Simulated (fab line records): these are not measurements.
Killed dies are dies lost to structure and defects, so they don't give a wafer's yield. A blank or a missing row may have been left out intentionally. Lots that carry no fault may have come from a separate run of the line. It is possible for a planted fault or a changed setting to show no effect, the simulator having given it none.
fab line records ; flow gf180mcu
[record] lots = 24; wafers = 72; last-day = 34
route steps=602 shown V1@338 MIM@504 V5@563
lots that met no fault: from a run of the same line without faults
start-h: the number of hours between the record's first day and the start of the first shown wafer of the lot ; wait-h: hours since the lot's step before ; " same as the row above ; L1.1+2: a row that stands for several wafers ; - no value, or no start was given ; * or withheld: withheld ; < > ~ a bound
route shown NAME@n: names a module that has steps shown in the file, with the first one's number in the route ; usual: mean/standard deviation of fault-free wafers ; same: alike in all rows ; chamber/n: place in a boat ; sites: each site's reading ; _std_site: the values' standard deviation ; _edge_site: outer sites' mean less inner sites' ; radius-mm: for every site, how far away it sits from the centre of the wafer ; mask NAME#n: copy n ; behind: the tool/chamber that last shaped the wafer ; hold: cause of the lot's hold/its duration in hours/its outcome ; device: which transistor (n, p or np) failed to switch ; end of line: the route-end tests of the same wafers ; step lacking rows: just its recipe ; killed: the dies lost at the first sort to structure and to defects; this is not the yield of the wafer ; map: a wafer's dies, marking killed ones x, the rest . and places with no die _
set.NAME: the setting that was run; set.NAME@STEP: the one run at that earlier step ; model.NAME: the simulator's own value behind a step, which no gauge read
a sample of lots followed through the steps of the route, with each step as a table and each wafer as a row
services: from which hour (start-h, from the record's first day; less than 0 if before it) a tool's chamber was out of use, for how many hours, and why
[[steps]]
[step GF_V1_THK_MEAS_03]
[recipe] reads = SiO2_of_V1_CVD_02
[usual] V1_CVD_02_THK = 846/10
lot.wafer;tool;chamber;start-h;wait-h;V1_CVD_02_THK[nm]
L074.2;film-metro-02;-;389.88;0.0;843
L074.3;film-metro-02;-;389.88;0.0;841
L074.4;film-metro-02;-;389.88;0.0;852
L075.3;film-metro-03;-;401.13;0.1;829
L075.4;film-metro-03;-;401.13;0.1;849
L075.5;film-metro-03;-;401.13;0.1;855
L076.3;film-metro-04;-;402.39;0.1;825
L076.5;film-metro-04;-;402.39;0.1;840
L076.6;film-metro-04;-;402.39;0.1;844
L077.1;film-metro-02;-;412.22;0.0;853
L077.2;film-metro-02;-;412.22;0.0;852
L077.3;film-metro-02;-;412.22;0.0;855
L078.2;film-metro-03;-;423.45;0.0;842
L078.4;film-metro-03;-;423.45;0.0;849
L078.6;film-metro-03;-;423.45;0.0;849
L079.1;film-metro-04;-;436.17;0.1;849
L079.3;film-metro-04;-;436.17;0.1;865
L079.6;film-metro-04;-;436.17;0.1;864
L080.2;film-metro-02;-;444.47;0.0;835
L080.4;film-metro-02;-;444.47;0.0;841
L080.5;film-metro-02;-;444.47;0.0;852
L081.3;film-metro-04;-;450.46;0.1;856
L081.4;film-metro-04;-;450.46;0.1;867
L081.5;film-metro-04;-;450.46;0.1;863
L082.1;film-metro-04;-;463.70;0.0;840
L082.3;film-metro-04;-;463.70;0.0;844
L082.5;film-metro-04;-;463.70;0.0;844
L083.3;film-metro-04;-;469.58;0.1;838
L083.4;film-metro-04;-;469.58;0.1;842
L083.5;film-metro-04;-;469.58;0.1;849
L084.1;film-metro-04;-;478.69;0.0;829
L084.5;film-metro-04;-;478.69;0.0;838
L084.6;film-metro-04;-;478.69;0.0;843
L085.1;film-metro-02;-;483.06;0.0;838
L085.2;film-metro-02;-;483.06;0.0;837
L085.4;film-metro-02;-;483.06;0.0;855
L086.2;film-metro-03;-;497.06;0.0;833
L086.5;film-metro-03;-;497.06;0.0;840
L086.6;film-metro-03;-;497.06;0.0;849
L087.1;film-metro-03;-;500.00;0.0;835
L087.2;film-metro-03;-;500.00;0.0;830
L087.4;film-metro-03;-;500.00;0.0;846
L088.2;film-metro-02;-;520.95;0.0;823
L088.3;film-metro-02;-;520.95;0.0;828
L088.6;film-metro-02;-;520.95;0.0;846
L089.2;film-metro-04;-;522.26;0.0;848
L089.4;film-metro-04;-;522.26;0.0;861
L089.6;film-metro-04;-;522.26;0.0;854
L090.1;film-metro-02;-;531.26;0.0;839
L090.3;film-metro-02;-;531.26;0.0;843
L090.5;film-metro-02;-;531.26;0.0;855
L091.3;film-metro-02;-;534.65;0.1;833
L091.4;film-metro-02;-;534.65;0.1;849
L091.5;film-metro-02;-;534.65;0.1;846
L092.1;film-metro-04;-;539.27;0.0;839
L092.3;film-metro-04;-;539.27;0.0;839
L092.6;film-metro-04;-;539.27;0.0;861
L093.2;film-metro-02;-;549.08;0.0;835
L093.4;film-metro-02;-;549.08;0.0;853
L093.6;film-metro-02;-;549.08;0.0;846
L094.1;film-metro-03;-;559.84;0.0;840
L094.2;film-metro-03;-;559.84;0.0;844
L094.3;film-metro-03;-;559.84;0.0;845
L095.1;film-metro-03;-;565.90;0.0;835
L095.3;film-metro-03;-;565.90;0.0;844
L095.5;film-metro-03;-;565.90;0.0;863
L096.2;film-metro-03;-;570.15;0.0;850
L096.3;film-metro-03;-;570.15;0.0;843
L096.4;film-metro-03;-;570.15;0.0;848
L097.2;film-metro-04;-;579.12;0.0;831
L097.3;film-metro-04;-;579.12;0.0;822
L097.4;film-metro-04;-;579.12;0.0;845
[step GF_V1_CMP_04]
[recipe] material = SiO2; down-force-psi = 4; platen-rpm = 60; pad-velocity-m-s = 0.94248
[usual] edge-zone-pressure-frac = 1.000/0.0048; motor-current-A = 12.1/0.77; time-to-endpoint-s = 77/4.5
lot.wafer;tool;chamber;start-h;wait-h;edge-zone-pressure-frac;motor-current-A;time-to-endpoint-s
L074.4;cmp-02;0;389.93;0.0;1.000;12.0;82
L074.2;cmp-02;2;389.93;0.0;0.997;12.7;77
L074.3;cmp-02;3;389.93;0.0;0.994;12.9;77
L075.4;cmp-02;1;401.17;0.0;1.009;11.0;79
L075.3;cmp-02;2;401.17;0.0;0.999;13.0;73
L075.5;cmp-02;2;401.17;0.0;1.001;12.6;83
L076.3;cmp-01;0;402.53;0.1;1.002;12.1;72
L076.5;cmp-01;2;402.53;0.1;0.994;12.4;73
L076.6;cmp-01;3;402.53;0.1;1.001;13.7;77
L077.1;cmp-02;1;412.28;0.1;1.009;10.7;79
L077.3;cmp-02;3;412.28;0.1;1.002;12.7;80
L077.2;cmp-02;0;412.28;0.1;0.997;11.5;81
L078.2;cmp-02;0;425.09;1.6;1.006;11.6;77
L078.4;cmp-02;2;425.09;1.6;0.992;12.5;79
L078.6;cmp-02;3;425.09;1.6;0.996;13.2;79
L079.1;cmp-02;3;436.23;0.1;0.998;13.3;76
L079.3;cmp-02;1;436.23;0.1;1.005;10.5;84
L079.6;cmp-02;3;436.23;0.1;0.997;13.4;86
L080.2;cmp-02;3;444.52;0.0;0.996;13.6;75
L080.4;cmp-02;2;444.52;0.0;0.998;12.5;78
L080.5;cmp-02;3;444.52;0.0;0.999;12.8;78
L081.3;cmp-01;1;450.50;0.0;1.001;12.0;82
L081.4;cmp-01;3;450.50;0.0;0.996;12.8;88
L081.5;cmp-01;2;450.50;0.0;1.008;12.4;85
L082.3;cmp-02;1;463.81;0.1;1.005;10.7;77
L082.1;cmp-02;3;463.81;0.1;1.001;12.5;75
L082.5;cmp-02;0;463.81;0.1;1.010;12.4;77
L083.4;cmp-02;1;469.62;0.0;0.994;11.2;78
L083.3;cmp-02;3;469.62;0.0;0.999;13.5;72
L083.5;cmp-02;1;469.62;0.0;0.999;10.8;78
L084.1;cmp-02;1;478.80;0.1;1.003;11.2;66
L084.6;cmp-02;0;478.80;0.1;1.000;12.0;70
L084.5;cmp-02;1;478.80;0.1;1.000;10.5;72
L085.4;cmp-02;3;483.12;0.0;1.005;12.8;80
L085.2;cmp-02;1;483.12;0.0;0.997;11.2;73
L085.1;cmp-02;2;483.12;0.0;0.990;12.6;74
L086.2;cmp-01;3;497.11;0.0;0.998;12.3;72
L086.5;cmp-01;3;497.11;0.0;0.995;12.5;75
L086.6;cmp-01;0;497.11;0.0;0.999;12.6;77
L087.2;cmp-02;2;500.06;0.0;1.004;12.1;76
L087.1;cmp-02;3;500.06;0.0;1.001;13.7;75
L087.4;cmp-02;1;500.06;0.0;0.996;10.6;79
L088.2;cmp-01;1;521.00;0.0;1.000;12.5;69
L088.3;cmp-01;2;521.00;0.0;1.008;12.5;73
L088.6;cmp-01;1;521.00;0.0;0.998;12.0;78
L089.2;cmp-02;0;522.41;0.1;1.006;11.5;76
L089.4;cmp-02;1;522.41;0.1;0.997;10.5;83
L089.6;cmp-02;2;522.41;0.1;1.000;12.6;81
L090.1;cmp-02;2;531.32;0.1;1.004;12.2;77
L090.3;cmp-02;3;531.32;0.1;0.997;12.7;79
L090.5;cmp-02;3;531.32;0.1;0.997;13.4;83
L091.4;cmp-01;1;534.74;0.1;0.994;11.9;79
L091.3;cmp-01;3;534.74;0.1;0.997;12.4;75
L091.5;cmp-01;1;534.74;0.1;0.988;12.5;76
L092.1;cmp-02;2;539.38;0.1;1.003;12.3;75
L092.3;cmp-02;0;539.38;0.1;0.996;11.7;74
L092.6;cmp-02;1;539.38;0.1;0.994;10.9;80
L093.2;cmp-01;3;549.44;0.4;0.999;13.0;72
L093.4;cmp-01;1;549.44;0.4;1.003;12.4;74
L093.6;cmp-01;0;549.44;0.4;1.000;11.9;76
L094.1;cmp-01;3;560.01;0.2;0.988;13.1;77
L094.3;cmp-01;0;560.01;0.2;0.996;11.6;80
L094.2;cmp-01;1;560.01;0.2;0.995;12.3;73
L095.1;cmp-02;0;565.96;0.1;1.002;11.8;75
L095.3;cmp-02;1;565.96;0.1;0.993;11.4;77
L095.5;cmp-02;1;565.96;0.1;0.990;10.7;85
L096.4;cmp-01;3;570.25;0.1;1.000;13.0;77
L096.3;cmp-01;0;570.25;0.1;0.997;12.5;75
L096.2;cmp-01;1;570.25;0.1;0.996;12.1;74
L097.3;cmp-01;2;579.17;0.0;1.002;12.1;71
L097.4;cmp-01;3;579.17;0.0;0.991;12.2;80
L097.2;cmp-01;0;579.17;0.0;1.012;12.2;75
[step GF_V1_SPUTTER_21]
[recipe] material = Ti; target-thk-nm = 15; chamber-pressure-pa = 5; power-w = 2500; substrate-temp-c = 200; time-s = 80.02
[usual] throttle-valve-pct = 30.3/0.96
lot.wafer;tool;chamber;start-h;wait-h;throttle-valve-pct
L074.2;pvd-sputter-02;-;414.63;0.0;30.7
L074.3;pvd-sputter-02;-;414.63;0.0;29.8
L074.4;pvd-sputter-02;-;414.63;0.0;30.8
L075.3;pvd-sputter-03;-;425.73;0.0;31.1
L075.4;pvd-sputter-03;-;425.73;0.0;28.4
L075.5;pvd-sputter-03;-;425.73;0.0;28.7
L076.3;pvd-sputter-02;-;427.42;0.0;29.7
L076.5;pvd-sputter-02;-;427.42;0.0;29.6
L076.6;pvd-sputter-02;-;427.42;0.0;31.4
L077.1;pvd-sputter-02;-;437.11;0.0;29.9
L077.2;pvd-sputter-02;-;437.11;0.0;30.9
L077.3;pvd-sputter-02;-;437.11;0.0;31.3
L078.2;pvd-sputter-02;-;449.46;0.0;30.5
L078.4;pvd-sputter-02;-;449.46;0.0;31.5
L078.6;pvd-sputter-02;-;449.46;0.0;31.4
L079.1;pvd-sputter-03;-;460.46;0.0;31.7
L079.3;pvd-sputter-03;-;460.46;0.0;28.6
L079.6;pvd-sputter-03;-;460.46;0.0;30.4
L080.2;pvd-sputter-03;-;469.21;0.0;30.4
L080.4;pvd-sputter-03;-;469.21;0.0;31.1
L080.5;pvd-sputter-03;-;469.21;0.0;30.7
L081.3;pvd-sputter-01;-;475.76;0.0;28.0
L081.4;pvd-sputter-01;-;475.76;0.0;30.6
L081.5;pvd-sputter-01;-;475.76;0.0;29.7
L082.1;pvd-sputter-03;-;488.74;0.0;28.4
L082.3;pvd-sputter-03;-;488.74;0.0;31.0
L082.5;pvd-sputter-03;-;488.74;0.0;28.7
L083.3;pvd-sputter-01;-;494.69;0.0;30.3
L083.4;pvd-sputter-01;-;494.69;0.0;30.5
L083.5;pvd-sputter-01;-;494.69;0.0;30.4
L084.1;pvd-sputter-02;-;503.47;0.0;30.7
L084.5;pvd-sputter-02;-;503.47;0.0;29.7
L084.6;pvd-sputter-02;-;503.47;0.0;30.7
L085.1;pvd-sputter-02;-;508.30;0.0;29.8
L085.2;pvd-sputter-02;-;508.30;0.0;30.8
L085.4;pvd-sputter-02;-;508.30;0.0;31.3
L086.2;pvd-sputter-03;-;521.99;0.0;31.1
L086.5;pvd-sputter-03;-;521.99;0.0;28.7
L086.6;pvd-sputter-03;-;521.99;0.0;30.3
L087.1;pvd-sputter-01;-;523.96;0.0;30.2
L087.2;pvd-sputter-01;-;523.96;0.0;28.1
L087.4;pvd-sputter-01;-;523.96;0.0;29.7
L088.2;pvd-sputter-03;-;544.96;0.0;31.0
L088.3;pvd-sputter-03;-;544.96;0.0;30.5
L088.6;pvd-sputter-03;-;544.96;0.0;28.8
L089.2;pvd-sputter-01;-;546.54;0.0;29.6
L089.4;pvd-sputter-01;-;546.54;0.0;30.7
L089.6;pvd-sputter-01;-;546.54;0.0;30.6
L090.1;pvd-sputter-03;-;554.52;0.0;31.1
L090.3;pvd-sputter-03;-;554.52;0.0;30.4
L090.5;pvd-sputter-03;-;554.52;0.0;30.5
L091.3;pvd-sputter-03;-;558.26;0.0;30.5
L091.4;pvd-sputter-03;-;558.26;0.0;30.8
L091.5;pvd-sputter-03;-;558.26;0.0;31.1
L092.1;pvd-sputter-03;-;563.66;0.0;30.4
L092.3;pvd-sputter-03;-;563.66;0.0;31.3
L092.6;pvd-sputter-03;-;563.66;0.0;28.7
L093.2;pvd-sputter-02;-;573.16;0.0;30.6
L093.4;pvd-sputter-02;-;573.16;0.0;29.5
L093.6;pvd-sputter-02;-;573.16;0.0;30.8
L094.1;pvd-sputter-02;-;583.50;0.0;29.6
L094.2;pvd-sputter-02;-;583.50;0.0;30.8
L094.3;pvd-sputter-02;-;583.50;0.0;30.7
L095.1;pvd-sputter-03;-;589.40;0.0;29.0
L095.3;pvd-sputter-03;-;589.40;0.0;31.2
L095.5;pvd-sputter-03;-;589.40;0.0;31.2
L096.2;pvd-sputter-03;-;592.50;0.0;30.5
L096.3;pvd-sputter-03;-;592.50;0.0;28.6
L096.4;pvd-sputter-03;-;592.50;0.0;31.2
L097.2;pvd-sputter-03;-;601.44;0.0;30.9
L097.3;pvd-sputter-03;-;601.44;0.0;28.3
L097.4;pvd-sputter-03;-;601.44;0.0;31.1
[step GF_MIM_SPUTTER_01]
[recipe] material = TiN; target-thk-nm = 30; power-w = 6500; time-s = 25; chamber-pressure-pa = 0.4
[usual] throttle-valve-pct = 30.3/1
lot.wafer;tool;chamber;start-h;wait-h;throttle-valve-pct
L074.2;pvd-sputter-01;-;564.07;0.1;30.7
L074.3;pvd-sputter-01;-;564.07;0.1;29.4
L074.4;pvd-sputter-01;-;564.07;0.1;30.8
L075.3;pvd-sputter-01;-;573.92;0.1;30.6
L075.4;pvd-sputter-01;-;573.92;0.1;30.3
L075.5;pvd-sputter-01;-;573.92;0.1;28.0
L076.3;pvd-sputter-03;-;575.31;0.1;31.0
L076.5;pvd-sputter-03;-;575.31;0.1;28.7
L076.6;pvd-sputter-03;-;575.31;0.1;30.7
L077.1;pvd-sputter-03;-;584.32;0.1;31.0
L077.2;pvd-sputter-03;-;584.32;0.1;28.8
L077.3;pvd-sputter-03;-;584.32;0.1;31.0
L078.2;pvd-sputter-01;-;595.37;0.1;30.6
L078.4;pvd-sputter-01;-;595.37;0.1;28.2
L078.6;pvd-sputter-01;-;595.37;0.1;30.6
L079.1;pvd-sputter-01;-;606.57;0.1;29.8
L079.3;pvd-sputter-01;-;606.57;0.1;28.1
L079.6;pvd-sputter-01;-;606.57;0.1;28.2
L080.2;pvd-sputter-01;-;614.92;0.1;30.6
L080.4;pvd-sputter-01;-;614.92;0.1;28.3
L080.5;pvd-sputter-01;-;614.92;0.1;30.2
L081.3;pvd-sputter-01;-;619.08;0.1;30.5
L081.4;pvd-sputter-01;-;619.08;0.1;30.7
L081.5;pvd-sputter-01;-;619.08;0.1;30.5
L082.1;pvd-sputter-03;-;630.39;0.1;30.3
L082.3;pvd-sputter-03;-;630.39;0.1;30.9
L082.5;pvd-sputter-03;-;630.39;0.1;30.3
L083.3;pvd-sputter-01;-;637.07;0.1;28.0
L083.4;pvd-sputter-01;-;637.07;0.1;30.4
L083.5;pvd-sputter-01;-;637.07;0.1;30.7
L084.1;pvd-sputter-01;-;644.69;0.1;30.5
L084.5;pvd-sputter-01;-;644.69;0.1;30.4
L084.6;pvd-sputter-01;-;644.69;0.1;30.5
L085.1;pvd-sputter-04;-;647.32;0.1;30.7
L085.2;pvd-sputter-04;-;647.32;0.1;30.4
L085.4;pvd-sputter-04;-;647.32;0.1;31.7
L086.2;pvd-sputter-04;-;661.30;0.1;31.8
L086.5;pvd-sputter-04;-;661.30;0.1;31.6
L086.6;pvd-sputter-04;-;661.30;0.1;30.8
L087.1;pvd-sputter-04;-;662.82;0.1;30.1
L087.2;pvd-sputter-04;-;662.82;0.1;30.7
L087.4;pvd-sputter-04;-;662.82;0.1;30.6
L088.2;pvd-sputter-03;-;681.11;0.1;30.8
L088.3;pvd-sputter-03;-;681.11;0.1;28.5
L088.6;pvd-sputter-03;-;681.11;0.1;30.2
L089.2;pvd-sputter-01;-;683.95;0.1;29.7
L089.4;pvd-sputter-01;-;683.95;0.1;30.4
L089.6;pvd-sputter-01;-;683.95;0.1;30.6
L090.1;pvd-sputter-03;-;689.12;0.1;31.4
L090.3;pvd-sputter-03;-;689.12;0.1;30.2
L090.5;pvd-sputter-03;-;689.12;0.1;28.6
L091.3;pvd-sputter-04;-;690.88;0.1;31.4
L091.4;pvd-sputter-04;-;690.88;0.1;31.2
L091.5;pvd-sputter-04;-;690.88;0.1;30.0
L092.1;pvd-sputter-04;-;695.99;0.1;31.1
L092.3;pvd-sputter-04;-;695.99;0.1;30.1
L092.6;pvd-sputter-04;-;695.99;0.1;29.8
L093.2;pvd-sputter-01;-;704.07;0.1;30.6
L093.4;pvd-sputter-01;-;704.07;0.1;29.7
L093.6;pvd-sputter-01;-;704.07;0.1;30.5
L094.1;pvd-sputter-04;-;711.24;0.1;30.8
L094.2;pvd-sputter-04;-;711.24;0.1;30.0
L094.3;pvd-sputter-04;-;711.24;0.1;31.9
L095.1;pvd-sputter-04;-;717.07;0.1;30.0
L095.3;pvd-sputter-04;-;717.07;0.1;31.9
L095.5;pvd-sputter-04;-;717.07;0.1;31.6
L096.2;pvd-sputter-04;-;720.29;0.1;30.5
L096.3;pvd-sputter-04;-;720.29;0.1;30.9
L096.4;pvd-sputter-04;-;720.29;0.1;30.4
L097.2;pvd-sputter-04;-;726.57;0.1;30.1
L097.3;pvd-sputter-04;-;726.57;0.1;31.5
L097.4;pvd-sputter-04;-;726.57;0.1;30.5
[step GF_MIM_SPUTTER_09]
[recipe] material = TiN; target-thk-nm = 35; power-w = 6500; time-s = 29.2; chamber-pressure-pa = 0.4
[usual] throttle-valve-pct = 30.4/0.93
lot.wafer;tool;chamber;start-h;wait-h;throttle-valve-pct
L074.2;pvd-sputter-04;-;564.35;0.0;31.8
L074.3;pvd-sputter-04;-;564.35;0.0;31.0
L074.4;pvd-sputter-04;-;564.35;0.0;30.8
L075.3;pvd-sputter-03;-;574.20;0.0;28.6
L075.4;pvd-sputter-03;-;574.20;0.0;31.4
L075.5;pvd-sputter-03;-;574.20;0.0;31.0
L076.3;pvd-sputter-04;-;575.59;0.0;31.0
L076.5;pvd-sputter-04;-;575.59;0.0;29.9
L076.6;pvd-sputter-04;-;575.59;0.0;31.1
L077.1;pvd-sputter-04;-;584.60;0.0;30.0
L077.2;pvd-sputter-04;-;584.60;0.0;31.7
L077.3;pvd-sputter-04;-;584.60;0.0;30.7
L078.2;pvd-sputter-03;-;595.65;0.0;28.6
L078.4;pvd-sputter-03;-;595.65;0.0;30.4
L078.6;pvd-sputter-03;-;595.65;0.0;31.3
L079.1;pvd-sputter-04;-;606.85;0.0;30.8
L079.3;pvd-sputter-04;-;606.85;0.0;30.3
L079.6;pvd-sputter-04;-;606.85;0.0;30.8
L080.2;pvd-sputter-03;-;615.20;0.0;31.1
L080.4;pvd-sputter-03;-;615.20;0.0;28.4
L080.5;pvd-sputter-03;-;615.20;0.0;28.7
L081.3;pvd-sputter-03;-;619.36;0.0;30.1
L081.4;pvd-sputter-03;-;619.36;0.0;31.0
L081.5;pvd-sputter-03;-;619.36;0.0;28.5
L082.1;pvd-sputter-04;-;630.67;0.0;30.9
L082.3;pvd-sputter-04;-;630.67;0.0;30.6
L082.5;pvd-sputter-04;-;630.67;0.0;30.8
L083.3;pvd-sputter-03;-;637.35;0.0;28.8
L083.4;pvd-sputter-03;-;637.35;0.0;30.8
L083.5;pvd-sputter-03;-;637.35;0.0;31.1
L084.1;pvd-sputter-03;-;644.97;0.0;31.0
L084.5;pvd-sputter-03;-;644.97;0.0;30.3
L084.6;pvd-sputter-03;-;644.97;0.0;28.6
L085.1;pvd-sputter-01;-;647.60;0.0;28.3
L085.2;pvd-sputter-01;-;647.60;0.0;30.6
L085.4;pvd-sputter-01;-;647.60;0.0;30.3
L086.2;pvd-sputter-01;-;661.58;0.0;29.8
L086.5;pvd-sputter-01;-;661.58;0.0;30.5
L086.6;pvd-sputter-01;-;661.58;0.0;29.6
L087.1;pvd-sputter-03;-;663.11;0.0;30.4
L087.2;pvd-sputter-03;-;663.11;0.0;30.9
L087.4;pvd-sputter-03;-;663.11;0.0;28.6
L088.2;pvd-sputter-01;-;681.39;0.0;29.6
L088.3;pvd-sputter-01;-;681.39;0.0;30.3
L088.6;pvd-sputter-01;-;681.39;0.0;28.1
L089.2;pvd-sputter-04;-;684.24;0.0;31.1
L089.4;pvd-sputter-04;-;684.24;0.0;31.7
L089.6;pvd-sputter-04;-;684.24;0.0;31.0
L090.1;pvd-sputter-04;-;689.41;0.0;31.7
L090.3;pvd-sputter-04;-;689.41;0.0;30.7
L090.5;pvd-sputter-04;-;689.41;0.0;30.8
L091.3;pvd-sputter-03;-;691.16;0.0;30.2
L091.4;pvd-sputter-03;-;691.16;0.0;31.1
L091.5;pvd-sputter-03;-;691.16;0.0;30.7
L092.1;pvd-sputter-03;-;696.27;0.0;31.3
L092.3;pvd-sputter-03;-;696.27;0.0;28.7
L092.6;pvd-sputter-03;-;696.27;0.0;31.2
L093.2;pvd-sputter-03;-;704.35;0.0;31.0
L093.4;pvd-sputter-03;-;704.35;0.0;30.2
L093.6;pvd-sputter-03;-;704.35;0.0;31.1
L094.1;pvd-sputter-01;-;711.52;0.0;29.5
L094.2;pvd-sputter-01;-;711.52;0.0;30.4
L094.3;pvd-sputter-01;-;711.52;0.0;30.3
L095.1;pvd-sputter-03;-;717.35;0.0;28.7
L095.3;pvd-sputter-03;-;717.35;0.0;30.9
L095.5;pvd-sputter-03;-;717.35;0.0;28.5
L096.2;pvd-sputter-01;-;720.57;0.0;29.9
L096.3;pvd-sputter-01;-;720.57;0.0;30.7
L096.4;pvd-sputter-01;-;720.57;0.0;29.6
L097.2;pvd-sputter-01;-;726.85;0.0;30.4
L097.3;pvd-sputter-01;-;726.85;0.0;29.8
L097.4;pvd-sputter-01;-;726.85;0.0;29.8
[step GF_V5_CVD_23]
[recipe] material = W; target-thk-nm = 350; time-s = 104.9; temp-c = 400; pressure-torr = 40
[usual] heater-power-w = 831/18
lot.wafer;tool;chamber;start-h;wait-h;heater-power-w;since-wet-clean-h
L074.2;cvd-w-01;1;631.27;0.0;856;227
L074.3;cvd-w-01;0;631.27;0.0;812;-
L074.4;cvd-w-01;1;631.27;0.0;856;-
L075.3;cvd-w-02;0;639.75;0.1;818;-
L075.4;cvd-w-02;1;639.75;0.1;812;-
L075.5;cvd-w-02;1;639.75;0.1;830;-
L076.3;cvd-w-02;1;642.35;0.1;812;-
L076.5;cvd-w-02;1;642.35;0.1;838;-
L076.6;cvd-w-02;0;642.35;0.1;818;-
L077.1;cvd-w-02;1;648.97;0.0;824;745
L077.2;cvd-w-02;0;648.97;0.0;812;745
L077.3;cvd-w-02;0;648.97;0.0;828;-
L078.2;cvd-w-01;1;659.41;0.0;844;255
L078.4;cvd-w-01;1;659.41;0.0;867;-
L078.6;cvd-w-01;0;659.41;0.0;805;-
L079.1;cvd-w-01;1;670.12;0.0;853;266
L079.3;cvd-w-01;1;670.12;0.0;866;-
L079.6;cvd-w-01;1;670.12;0.0;863;-
L080.2;cvd-w-01;1;677.41;0.0;849;273
L080.4;cvd-w-01;1;677.41;0.0;854;-
L080.5;cvd-w-01;0;677.41;0.0;816;-
L081.3;cvd-w-02;0;682.86;0.1;831;-
L081.4;cvd-w-02;1;682.86;0.1;853;-
L081.5;cvd-w-02;1;682.86;0.1;828;-
L082.1;cvd-w-02;1;692.04;0.0;848;788
L082.3;cvd-w-02;1;692.04;0.0;827;-
L082.5;cvd-w-02;1;692.04;0.0;829;-
L083.3;cvd-w-02;1;698.43;0.1;831;-
L083.4;cvd-w-02;0;698.43;0.1;835;-
L083.5;cvd-w-02;1;698.43;0.1;835;-
L084.1;cvd-w-02;0;704.23;0.0;834;800
L084.5;cvd-w-02;0;704.23;0.0;828;-
L084.6;cvd-w-02;1;704.23;0.0;828;-
L085.1;cvd-w-02;0;708.03;0.0;837;804
L085.2;cvd-w-02;1;708.03;0.0;819;804
L085.4;cvd-w-02;1;708.03;0.0;835;-
L086.2;cvd-w-02;0;721.47;0.0;805;817
L086.5;cvd-w-02;1;721.47;0.0;845;-
L086.6;cvd-w-02;0;721.47;0.0;829;-
L087.1;cvd-w-02;0;721.86;0.0;826;818
L087.2;cvd-w-02;1;721.86;0.0;847;818
L087.4;cvd-w-02;1;721.86;0.0;811;-
L088.2;cvd-w-02;1;737.00;0.0;851;833
L088.3;cvd-w-02;1;737.00;0.0;839;-
L088.6;cvd-w-02;0;737.00;0.0;810;-
L089.2;cvd-w-02;0;741.42;0.0;851;837
L089.4;cvd-w-02;1;741.42;0.0;826;-
L089.6;cvd-w-02;0;741.42;0.0;805;-
L090.1;cvd-w-02;0;745.60;0.0;816;842
L090.3;cvd-w-02;0;745.60;0.0;826;-
L090.5;cvd-w-02;1;745.60;0.0;831;-
L091.3;cvd-w-02;0;747.29;0.1;810;-
L091.4;cvd-w-02;1;747.29;0.1;838;-
L091.5;cvd-w-02;1;747.29;0.1;829;-
L092.1;cvd-w-01;1;751.75;0.0;866;348
L092.3;cvd-w-01;0;751.75;0.0;815;-
L092.6;cvd-w-01;0;751.75;0.0;820;-
L093.2;cvd-w-02;1;759.93;0.0;832;856
L093.4;cvd-w-02;0;759.93;0.0;823;-
L093.6;cvd-w-02;0;759.93;0.0;813;-
L094.1;cvd-w-01;0;765.80;0.0;839;362
L094.2;cvd-w-01;1;765.80;0.0;867;362
L094.3;cvd-w-01;1;765.80;0.0;850;-
L095.1;cvd-w-02;1;769.52;0.0;847;866
L095.3;cvd-w-02;0;769.52;0.0;819;-
L095.5;cvd-w-02;1;769.52;0.0;800;-
L096.2;cvd-w-02;0;773.63;0.0;802;870
L096.3;cvd-w-02;0;773.63;0.0;829;-
L096.4;cvd-w-02;1;773.63;0.0;842;-
L097.2;cvd-w-02;0;779.32;0.0;833;875
L097.3;cvd-w-02;0;779.32;0.0;828;-
L097.4;cvd-w-02;1;779.32;0.0;829;-
[[services]]
tool;chamber;start-h;hours;kind
cvd-w-02;1;377.19;4.4;repair
cmp-01;-;377.84;2.8;repair
pvd-sputter-01;-;384.16;51.6;repair
cmp-01;-;403.88;1.1;repair
cvd-w-02;0;405.21;4.4;repair
cmp-01;-;406.25;4.0;pm
cmp-01;-;412.92;14.3;pm
pvd-sputter-01;-;435.87;5.7;repair
pvd-sputter-04;-;445.61;4.3;repair
pvd-sputter-03;-;483.43;1.5;repair
pvd-sputter-01;-;532.16;1.3;repair
cmp-02;-;547.50;15.1;repair
cvd-w-02;1;562.18;13.3;repair
cmp-02;-;569.83;2.5;repair
cmp-02;-;572.29;4.0;pm
cmp-02;-;580.29;3.3;repair
cvd-w-02;-;608.73;3.2;repair
cmp-02;-;610.99;0.3;repair
cmp-02;-;668.14;4.2;pm
cvd-w-02;0;684.23;8.3;repair
cmp-02;-;716.25;5.5;pm
cvd-w-02;-;728.30;2.8;pm
cvd-w-02;0;738.56;2.5;repair
cvd-w-02;-;747.65;6.9;pm
[[key]]
fault none
